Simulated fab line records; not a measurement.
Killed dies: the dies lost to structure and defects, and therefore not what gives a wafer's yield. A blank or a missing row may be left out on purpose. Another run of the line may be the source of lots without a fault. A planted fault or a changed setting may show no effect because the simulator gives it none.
fab line records + flow sfqLine + part 2 of 2: steps 26 to 36 of 36
[record]
- lots = 5
- wafers = 15
- lastDay = 82
route steps=325 shown I0@44 M1@58 I1@73
lots with no fault: from the same line, run without faults
startH: hours from the record's opening day to when the first of the lot's shown wafers began + waitH: hours since the lot's step before + " identical to the entry in the row above + L1.1+2: one row covering several wafers at once + - value missing, or start not given + * or withheld: withheld + < > ~ a bound
route shown NAME@n: a module of which the file shows steps, and the number in the route of the first + usual: average and standard deviation across the fault-free wafers + same: alike in all rows + chamber/n: place in a boat + sites: readings site by site + _std_site: the standard deviation of these + _edge_site: mean of outer sites minus mean of inner sites + radiusMm: for every site, how far away it sits from the centre of the wafer + mask NAME#n: copy n + behind: tool/chamber where the wafer was last shaped + hold: what put the lot on hold/how long, in hours/how the hold closed + device: the n, p or np transistor that did not switch + end of line: the tests these same wafers got at the end of their route + for a step that has no rows: nothing shown but its recipe + killed: count of dies lost to structure and defects at first sort (not the wafer's yield) + map: shows each die of a wafer: x if killed, . if not, _ if none is there
set.NAME: the setting the step ran with; set.NAME@STEP: the setting that earlier step ran with + model.NAME: the simulator's own value behind a step, which no gauge read
certain route steps with their lots: each step a table, each wafer a row
services: the hour from which a tool's chamber was out of use, counted from the record's first day as startH (under 0 if before that day), plus the number of hours and why
[[steps]]
[step SFQ_TRILAYER_M1_ETCH_METAL_ETCH_042]
[recipe]
- target = Nb
- stopOn = SiO2
- maskMaterial = PR
- chemistry = Cl2/Ar
- targetDepthNm = 240
- icpW = 600
- biasW = 80
- pressureMtorr = 10
- timeS = 120
[usual]
- drypumpMotorCurrentA = 5.6/0.45
- oesProductAu = 0.895/0.0062
[same]
- timeS = 120
| lot.wafer | tool        | chamber | startH | waitH | drypumpMotorCurrentA | oesProductAu | rfHoursCounterH |
|-----------|-------------|---------|--------|-------|----------------------|--------------|-----------------|
| L074.3    | rieMetal-04 | 0       | 344.08 | 0.1   | 5.3                  | 0.900        | -               |
| L074.4    | "           | 1       | "      | "     | 5.0                  | 0.887        | -               |
| L074.6    | "           | 1       | "      | "     | 5.0                  | 0.895        | -               |
| L077.1    | rieMetal-01 | 0       | 359.74 | 0.0   | 6.1                  | 0.889        | 45              |
| L077.2    | "           | 1       | "      | "     | 5.5                  | 0.898        | 172             |
| L077.5    | "           | 0       | "      | "     | 6.1                  | 0.888        | -               |
| L078.3    | rieMetal-02 | 0       | 367.98 | 0.1   | 6.4                  | 0.899        | -               |
| L078.4    | "           | 1       | "      | "     | 5.6                  | 0.895        | -               |
| L078.5    | "           | 1       | "      | "     | 5.6                  | 0.887        | -               |
| L086.2    | rieMetal-02 | 0       | 490.66 | 0.0   | 6.5                  | 0.904        | 50              |
| L086.5    | "           | 0       | "      | "     | 6.4                  | 0.914        | -               |
| L086.6    | "           | 1       | "      | "     | 5.6                  | 0.905        | -               |
| L097.1    | rieMetal-01 | 0       | 612.46 | 0.0   | 6.1                  | 0.901        | 91              |
| L097.5    | "           | 1       | "      | "     | 5.5                  | 0.895        | -               |
| L097.6    | "           | 0       | "      | "     | 6.1                  | 0.887        | -               |
[step SFQ_TRILAYER_M1_STRIP_STRIP_043]
[recipe]
- gas = O2
- powerW = 200
- platenTempC = 40
- overashFraction = 0.65
- chemistry = O2
- pressureMtorr = 50
[usual]
- drypumpMotorCurrentA = 5.6/0.45
- oesProductAu = 1.001/0.0075
| lot.wafer | tool        | chamber | startH | waitH | drypumpMotorCurrentA | oesProductAu | rfHoursCounterH |
|-----------|-------------|---------|--------|-------|----------------------|--------------|-----------------|
| L074.3    | rieMetal-04 | 0       | 344.36 | 0.2   | 5.3                  | 1.007        | -               |
| L074.4    | "           | 1       | "      | "     | 5.0                  | 1.001        | -               |
| L074.6    | "           | 1       | "      | "     | 5.0                  | 0.995        | -               |
| L077.1    | rieMetal-01 | 0       | 359.86 | 0.1   | 6.1                  | 1.003        | 45              |
| L077.2    | "           | 1       | "      | "     | 5.5                  | 1.008        | 172             |
| L077.5    | "           | 0       | "      | "     | 6.1                  | 0.994        | -               |
| L078.3    | rieMetal-02 | 0       | 368.26 | 0.2   | 6.5                  | 0.995        | -               |
| L078.4    | "           | 1       | "      | "     | 5.6                  | 1.005        | -               |
| L078.5    | "           | 1       | "      | "     | 5.6                  | 0.999        | -               |
| L086.2    | rieMetal-02 | 0       | 490.79 | 0.1   | 6.4                  | 0.997        | 50              |
| L086.5    | "           | 0       | "      | "     | 6.4                  | 0.998        | -               |
| L086.6    | "           | 1       | "      | "     | 5.6                  | 0.999        | -               |
| L097.1    | rieMetal-01 | 0       | 612.59 | 0.1   | 6.1                  | 1.002        | 91              |
| L097.5    | "           | 1       | "      | "     | 5.5                  | 1.010        | -               |
| L097.6    | "           | 0       | "      | "     | 6.1                  | 1.003        | -               |
[step SFQ_TRILAYER_M1_STRIP_SOLV_CLEAN_044]
[recipe]
- chemistry = NMP
- tempC = 70
- timeS = 600
[same]
- timeS = 600
| lot.wafer  | tool        | chamber | startH | waitH |
|------------|-------------|---------|--------|-------|
| L074.3+4+6 | wetBench-02 | 7,6,1   | 344.76 | 0.2   |
| L077.1+2+5 | wetBench-03 | 0,6,5   | 360.46 | 0.4   |
| L078.3+4+5 | wetBench-03 | 2,3,6   | 368.66 | 0.2   |
| L086.2+5+6 | wetBench-01 | 0,3,1   | 491.39 | 0.4   |
| L097.1+5+6 | wetBench-02 | 5,2,6   | 613.19 | 0.4   |
[step SFQ_TRILAYER_I1_DEP_PECVD_045]
[recipe]
- material = SiO2
- tempC = 150
- timeS = 111.11
- pressureTorr = 2.4
- rfW = 183.3
- precursor = SiH4/N2O
- targetThkNm = 500
[usual]
- heaterPowerW = 83/18
- throttleValvePct = 25.8/1.1
[same]
- timeS = 111.11
| lot.wafer | tool     | chamber | startH | waitH | heaterPowerW | throttleValvePct |
|-----------|----------|---------|--------|-------|--------------|------------------|
| L074.3    | pecvd-04 | 0       | 344.98 | 0.0   | 89           | 27.5             |
| L074.4    | "        | 1       | "      | "     | 91           | 26.0             |
| L074.6    | "        | 0       | "      | "     | 89           | 27.4             |
| L077.1    | pecvd-04 | 2       | 360.64 | 0.0   | 113          | 26.5             |
| L077.2    | "        | 1       | "      | "     | 83           | 25.8             |
| L077.5    | "        | 0       | "      | "     | 83           | 27.4             |
| L078.3    | pecvd-04 | 2       | 368.84 | 0.0   | 116          | 26.5             |
| L078.4    | "        | 1       | "      | "     | 90           | 25.9             |
| L078.5    | "        | 0       | "      | "     | 95           | 27.7             |
| L086.2    | pecvd-03 | 1       | 491.56 | 0.0   | 69           | 24.6             |
| L086.5    | "        | 0       | "      | "     | 87           | 23.8             |
| L086.6    | "        | 2       | "      | "     | 49           | 25.2             |
| L097.1    | pecvd-01 | 1       | 613.36 | 0.0   | 58           | 26.5             |
| L097.5    | "        | 0       | "      | "     | 73           | 25.5             |
| L097.6    | "        | 2       | "      | "     | 95           | 25.8             |
[step SFQ_TRILAYER_I1_CMP_CMP_046]
[recipe]
- material = SiO2
- downForcePsi = 3
- platenRpm = 60
- padVelocityMS = 0.94248
[usual]
- motorCurrentA = 10.7/1
- platenRpm = 60.00/0.04
- timeToEndpointS = 215/6.1
| lot.wafer | tool   | chamber | startH | waitH | motorCurrentA | platenRpm | timeToEndpointS |
|-----------|--------|---------|--------|-------|---------------|-----------|-----------------|
| L074.4    | cmp-01 | 0       | 354.85 | 9.8   | 11.6          | 60.00     | 217             |
| L074.3    | "      | 1       | "      | "     | 11.7          | 59.96     | 225             |
| L074.6    | "      | 0       | 356.85 | 11.8  | 11.7          | 59.98     | 214             |
| L077.2    | cmp-01 | 1       | 373.35 | 12.7  | 11.9          | 60.02     | 212             |
| L077.1    | "      | 2       | "      | "     | 9.2           | 59.99     | 208             |
| L077.5    | "      | 1       | 375.35 | 14.6  | 12.1          | 60.09     | 218             |
| L078.4    | cmp-02 | 0       | 381.82 | 12.9  | 9.7           | 60.06     | 216             |
| L078.3    | "      | 3       | 383.32 | 14.4  | 10.2          | 60.03     | 208             |
| L078.5    | "      | 1       | 384.32 | 15.4  | 11.1          | 60.04     | 215             |
| L086.2    | cmp-02 | 2       | 500.81 | 9.2   | 9.6           | 60.00     | 215             |
| L086.5    | "      | 2       | 502.81 | 11.2  | 9.3           | 60.01     | 211             |
| L086.6    | "      | 3       | "      | "     | 10.4          | 59.94     | 210             |
| L097.1    | cmp-02 | 1       | 614.44 | 1.0   | 10.9          | 59.96     | 208             |
| L097.5    | "      | 3       | 615.44 | 2.0   | 9.6           | 59.98     | 225             |
| L097.6    | "      | 0       | "      | "     | 9.7           | 60.02     | 220             |
[step SFQ_I1_BOW_MEAS_912]
[recipe]
- mode = bow
[usual]
- I1_BOW = 2/7.9
| lot.wafer | tool         | chamber | startH | waitH | I1_BOW[um] |
|-----------|--------------|---------|--------|-------|------------|
| L074.3    | filmMetro-04 | -       | 357.89 | 2.0   | 5          |
| L074.4    | "            | -       | "      | "     | -7         |
| L074.6    | "            | -       | "      | "     | 0          |
| L077.1    | filmMetro-04 | -       | 375.85 | 1.5   | 13         |
| L077.2    | "            | -       | "      | "     | 0          |
| L077.5    | "            | -       | "      | "     | -1         |
| L078.3    | filmMetro-04 | -       | 384.86 | 1.0   | -8         |
| L078.4    | "            | -       | "      | "     | 0          |
| L078.5    | "            | -       | "      | "     | 9          |
| L086.2    | filmMetro-04 | -       | 503.83 | 2.5   | 7          |
| L086.5    | "            | -       | "      | "     | 9          |
| L086.6    | "            | -       | "      | "     | 13         |
| L097.1    | filmMetro-01 | -       | 616.44 | 1.5   | -4         |
| L097.5    | "            | -       | "      | "     | 8          |
| L097.6    | "            | -       | "      | "     | 7          |
[step SFQ_TRILAYER_I1_METRO_MEASURE_047]
[usual]
- thkNm = 199.9/0.71
| lot.wafer | tool         | chamber | startH | waitH | thkNm |
|-----------|--------------|---------|--------|-------|-------|
| L074.3    | filmMetro-04 | -       | 358.37 | 0.5   | 200.3 |
| L074.4    | "            | -       | "      | "     | 200.8 |
| L074.6    | "            | -       | "      | "     | 199.6 |
| L077.1    | filmMetro-04 | -       | 375.97 | 0.1   | 199.5 |
| L077.2    | "            | -       | "      | "     | 200.1 |
| L077.5    | "            | -       | "      | "     | 198.6 |
| L078.3    | filmMetro-04 | -       | 385.34 | 0.5   | 199.1 |
| L078.4    | "            | -       | "      | "     | 199.3 |
| L078.5    | "            | -       | "      | "     | 199.0 |
| L086.2    | filmMetro-04 | -       | 504.13 | 0.3   | 200.0 |
| L086.5    | "            | -       | "      | "     | 199.9 |
| L086.6    | "            | -       | "      | "     | 199.9 |
| L097.1    | filmMetro-01 | -       | 616.56 | 0.1   | 199.4 |
| L097.5    | "            | -       | "      | "     | 199.9 |
| L097.6    | "            | -       | "      | "     | 199.4 |
[step SFQ_TRILAYER_I1_VIA_LITHO_COAT_054]
[recipe]
- resist = BARC
- spinRpm = 3000
- resistThkNm = 62
[usual]
- exhaustPa = 45.1/0.83
| lot.wafer | tool          | chamber | startH | waitH | exhaustPa |
|-----------|---------------|---------|--------|-------|-----------|
| L074.3    | lithoTrack-03 | 0       | 359.27 | 0.7   | 46.0      |
| L074.4    | "             | 0       | "      | "     | 45.2      |
| L074.6    | "             | 0       | "      | "     | 45.3      |
| L077.1    | lithoTrack-02 | 0       | 377.17 | 1.0   | 45.7      |
| L077.2    | "             | 0       | "      | "     | 45.2      |
| L077.5    | "             | 0       | "      | "     | 45.8      |
| L078.3    | lithoTrack-01 | 0       | 386.24 | 0.7   | 44.2      |
| L078.4    | "             | 0       | "      | "     | 45.3      |
| L078.5    | "             | 0       | "      | "     | 45.5      |
| L086.2    | lithoTrack-03 | 0       | 505.18 | 0.8   | 45.0      |
| L086.5    | "             | 0       | "      | "     | 46.2      |
| L086.6    | "             | 0       | "      | "     | 45.8      |
| L097.1    | lithoTrack-03 | 0       | 617.76 | 1.0   | 45.7      |
| L097.5    | "             | 0       | "      | "     | 45.1      |
| L097.6    | "             | 0       | "      | "     | 46.1      |
[step SFQ_TRILAYER_I1_VIA_LITHO_COAT_049]
[recipe]
- resist = KrF
- spinRpm = 3000
- resistThkNm = 650
[usual]
- exhaustPa = 44.9/0.83
| lot.wafer | tool          | chamber | startH | waitH | exhaustPa |
|-----------|---------------|---------|--------|-------|-----------|
| L074.3    | lithoTrack-03 | 0       | 359.57 | 0.2   | 45.9      |
| L074.4    | "             | 0       | "      | "     | 44.6      |
| L074.6    | "             | 0       | "      | "     | 45.3      |
| L077.1    | lithoTrack-02 | 0       | 377.47 | 0.2   | 44.7      |
| L077.2    | "             | 0       | "      | "     | 44.5      |
| L077.5    | "             | 0       | "      | "     | 45.2      |
| L078.3    | lithoTrack-01 | 0       | 386.54 | 0.2   | 43.6      |
| L078.4    | "             | 0       | "      | "     | 44.4      |
| L078.5    | "             | 0       | "      | "     | 45.6      |
| L086.2    | lithoTrack-03 | 0       | 505.48 | 0.2   | 46.3      |
| L086.5    | "             | 0       | "      | "     | 45.5      |
| L086.6    | "             | 0       | "      | "     | 44.9      |
| L097.1    | lithoTrack-03 | 0       | 618.06 | 0.2   | 44.8      |
| L097.5    | "             | 0       | "      | "     | 44.7      |
| L097.6    | "             | 0       | "      | "     | 44.9      |
[step SFQ_TRILAYER_I1_VIA_LITHO_SOFTBAKE_053]
[recipe]
- tempC = withheld
- timeS = withheld
- resist = KrF
[usual]
- exhaustPa = 45.0/0.87
| lot.wafer | tool          | chamber | startH | waitH | exhaustPa |
|-----------|---------------|---------|--------|-------|-----------|
| L074.3    | lithoTrack-03 | 0       | 359.82 | 0.2   | 44.0      |
| L074.4    | "             | 0       | "      | "     | 45.5      |
| L074.6    | "             | 0       | "      | "     | 43.9      |
| L077.1    | lithoTrack-02 | 0       | 377.77 | 0.2   | 47.6      |
| L077.2    | "             | 0       | "      | "     | 46.4      |
| L077.5    | "             | 0       | "      | "     | 46.0      |
| L078.3    | lithoTrack-01 | 0       | 386.79 | 0.2   | 45.2      |
| L078.4    | "             | 0       | "      | "     | 44.0      |
| L078.5    | "             | 0       | "      | "     | 45.8      |
| L086.2    | lithoTrack-03 | 0       | 505.76 | 0.2   | 44.3      |
| L086.5    | "             | 0       | "      | "     | 43.9      |
| L086.6    | "             | 0       | "      | "     | 44.4      |
| L097.1    | lithoTrack-03 | 0       | 618.36 | 0.2   | 44.0      |
| L097.5    | "             | 0       | "      | "     | 45.5      |
| L097.6    | "             | 0       | "      | "     | 44.6      |
[step SFQ_TRILAYER_I1_VIA_LITHO_EXPOSE_050]
[recipe]
- maskId = I1
- na = 0.6
- sourceShape = conventional
- sigmaOuter = 0.65
- targetCdNm = 500
- doseMj = 21.3
| lot.wafer  | tool          | chamber | startH | waitH | mask |
|------------|---------------|---------|--------|-------|------|
| L074.3+4+6 | krfScanner-01 | 0       | 514.67 | -     | I1#0 |
| L077.1+2+5 | krfScanner-02 | 0       | 534.07 | -     | I1#0 |
| L078.3+4+5 | krfScanner-02 | 0       | 545.27 | -     | I1#0 |
| L086.2+5+6 | krfScanner-01 | 0       | 655.63 | -     | I1#0 |
| L097.1+5+6 | krfScanner-02 | 0       | 762.91 | -     | I1#0 |
[[services]]
| tool          | chamber | startH | hours | kind   |
|---------------|---------|--------|-------|--------|
| krfScanner-01 | -       | 139.22 | 4.0   | pm     |
| rieMetal-01   | 1       | 139.70 | 2.7   | repair |
| krfScanner-01 | -       | 146.34 | 0.8   | repair |
| krfScanner-01 | -       | 151.95 | 36.0  | pm     |
| krfScanner-01 | -       | 189.82 | 1.3   | pm     |
| krfScanner-01 | -       | 193.52 | 1.0   | pm     |
| krfScanner-01 | -       | 200.90 | 0.6   | repair |
| krfScanner-01 | -       | 284.07 | 4.4   | pm     |
| krfScanner-01 | -       | 288.86 | 0.4   | repair |
| krfScanner-01 | -       | 352.04 | 1.3   | pm     |
| krfScanner-01 | -       | 360.54 | 1.0   | pm     |
| krfScanner-01 | -       | 369.59 | 1.6   | repair |
| krfScanner-01 | -       | 385.12 | 24.0  | repair |
| krfScanner-01 | -       | 404.05 | 1.6   | repair |
| krfScanner-01 | -       | 528.67 | 1.3   | pm     |
| krfScanner-01 | -       | 529.97 | 1.0   | pm     |
| krfScanner-01 | -       | 544.96 | 0.3   | repair |
| krfScanner-01 | -       | 576.47 | 0.8   | pm     |
| krfScanner-01 | -       | 679.43 | 7.2   | pm     |
| krfScanner-01 | -       | 690.23 | 3.6   | pm     |
| krfScanner-01 | -       | 698.59 | 1.0   | pm     |
| krfScanner-01 | -       | 704.39 | 1.3   | pm     |
| krfScanner-01 | -       | 739.33 | 39.2  | repair |
| krfScanner-01 | -       | 754.37 | 0.2   | repair |
